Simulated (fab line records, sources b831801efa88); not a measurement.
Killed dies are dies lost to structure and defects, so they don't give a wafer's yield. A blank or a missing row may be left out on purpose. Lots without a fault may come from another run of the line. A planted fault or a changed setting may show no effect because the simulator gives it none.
A struck lot beside a sound one | flow sky130 | 15 steps out of a route of 708
Sound: wafers L252.1, L252.3, L252.4. Struck: wafers L254.1, L254.4, L254.6. The cause comes at the end.
At each step with rows: each side's tool, then ch and its chambers, then its first start. Under that, the readings that differ: sound wafers | struck wafers | difference of the means | sigmas: that difference in standard deviations of wafers without a fault.
alike: readings whose means differ by less than 2 such deviations, and words and numbers that are the same on both sides. not compared: withheld readings, readings that some wafer has no value for, bounds like >300 that may hide the same value, and numbers for which the record gives no deviation and whose values overlap.
The two part at a step that has a row with sigmas, a row that says differs or no value, or rows on one side only. Numbers that don't overlap but have no deviation are shown without sigmas and don't part them. A reading that every wafer of one side lacks parts them only if that side has two wafers or more.

SKY_VIA3_SOFTBAKE_08: time 92.91 s.
  sound on litho_track-03 ch 0; struck on litho_track-02 ch 0
  alike: plate_sensor_t_centre_C, plate_sensor_t_edge_C
then, 3 steps without rows for these wafers: SKY_VIA3_EXPOSE_09 (exposes mask VIM3, target cd 200 nm); SKY_VIA3_PEB_10; SKY_VIA3_DEVELOP_11 (develop time 60 s).
SKY_VIA3_CD_MEAS_12: target cd 200 nm.
  sound on cd_sem-01, day 42 12:02; struck on cd_sem-02, day 43 09:23
  reading    | sound             | struck            | difference | sigmas
  cd_nm (nm) | 197.9 199.6 197.1 | 201.8 202.2 202.0 | +3.8       | +2
SKY_VIA3_OVL_MEAS_13:
  sound on overlay-02, day 42 12:10; struck on overlay-01, day 43 09:31
  reading       | sound      | struck | difference | sigmas
  VIA3_OVL (nm) | -13 -16 -8 | 9 4 8  | +19        | +3
SKY_VIA3_ETCH_14: etches BARC in N2/H2, stops on SiO2, time 45.9 s, target depth 60 nm.
  sound on rie_diel-02 ch 0,1,2, day 42 12:12; struck on rie_diel-04 ch 0,2, day 43 09:33
  alike: drypump_motor_current_A, h2_flow_sccm, oes_product_au, throttle_valve_pct
  not compared: rf_hours_counter_h
SKY_VIA3_ETCH_15: etches SiO2 in C4F8/O2/Ar, stops on TiN, target depth 507 nm, time 78 s.
  sound on rie_diel-02 ch 0,1,2, day 42 12:14; struck on rie_diel-04 ch 0,2, day 43 09:35
  alike: oes_product_au
  not compared: rf_hours_counter_h
SKY_VIA3_STRIP_16: strips in O2/N2.
  sound on plasma_asher-04 ch 0,1, day 42 12:18; struck on plasma_asher-02 ch 0, day 43 09:39
  alike: drypump_motor_current_A, oes_product_au, strip_time_to_endpoint_s
  not compared: rf_hours_counter_h
then, 3 steps without rows for these wafers: SKY_VIA3_STRIP_17 (strips in post etch residue remover, time 1200 s); SKY_VIA3_CLEAN_18 (cleans in IPA, time 180 s); SKY_VIA3_CLEAN_19 (cleans in O3/DIW).
SKY_VIA3_SPUTTER_20: material TiN, target thk 20 nm, time 80 s.
  sound on pvd_sputter-04, day 42 12:53; struck on pvd_sputter-02, day 43 10:17
  no value came back on the struck wafers for cathode_dc_power_W (W), chamber_pressure_pa (Pa), throttle_valve_pct (%); on the sound wafers cathode_dc_power_W (W) reads 3999.8 3999.9 4001.0
SKY_VIA3_CVD_21: deposits W, target thk 390 nm, time 117.31 s.
  sound on cvd_w-01 ch 0,1, day 42 12:57; struck on cvd_w-01 ch 0,1, day 43 10:21
  alike: heater_power_w, susceptor_temp_C
-- the record jumps here: 6 days lie between the struck wafers' starts before and after (it left off in module VIA3 and takes up again in module PAD_OPEN, whose first step shown is number 708 of the route) --
SKY_PAD_OPEN_PROBE_99:
  sound on prober-02, day 48 04:29; struck on prober-01, day 48 22:56
  reading                  | sound          | struck         | difference | sigmas
  defect_limited_yield (%) | 82.7 83.9 83.1 | 0 0 0          | -83        | -42
  killed_at_M0_to_M3       | 44 44 41       | 445 442 441    | +400       | +59
  killed_dies              | 85 79 83       | 492 492 492    | +410       | +42
  killed_on_rim            | 13 19 17       | 96 96 96       | +80        | +19
  sort_bin_5_function (%)  | 9.6 7.7 10.4   | 94.7 92.7 92.1 | +83.9      | +60
  sort_n_pass              | 407 413 409    | 0 0 0          | -410       | -42
  sort_yield_pct (%)       | 82.7 83.9 83.1 | 0 0 0          | -83        | -42
  alike: killed_at_M4_up, killed_at_contacts, killed_at_front_end, killed_at_other, killed_open, killed_short, sort_bin_3_pad_short, sort_bin_6_memory

WHERE THEY PART
First at SKY_VIA3_CD_MEAS_12; last, within this record, at SKY_PAD_OPEN_PROBE_99.

WHY: what the simulator had put in
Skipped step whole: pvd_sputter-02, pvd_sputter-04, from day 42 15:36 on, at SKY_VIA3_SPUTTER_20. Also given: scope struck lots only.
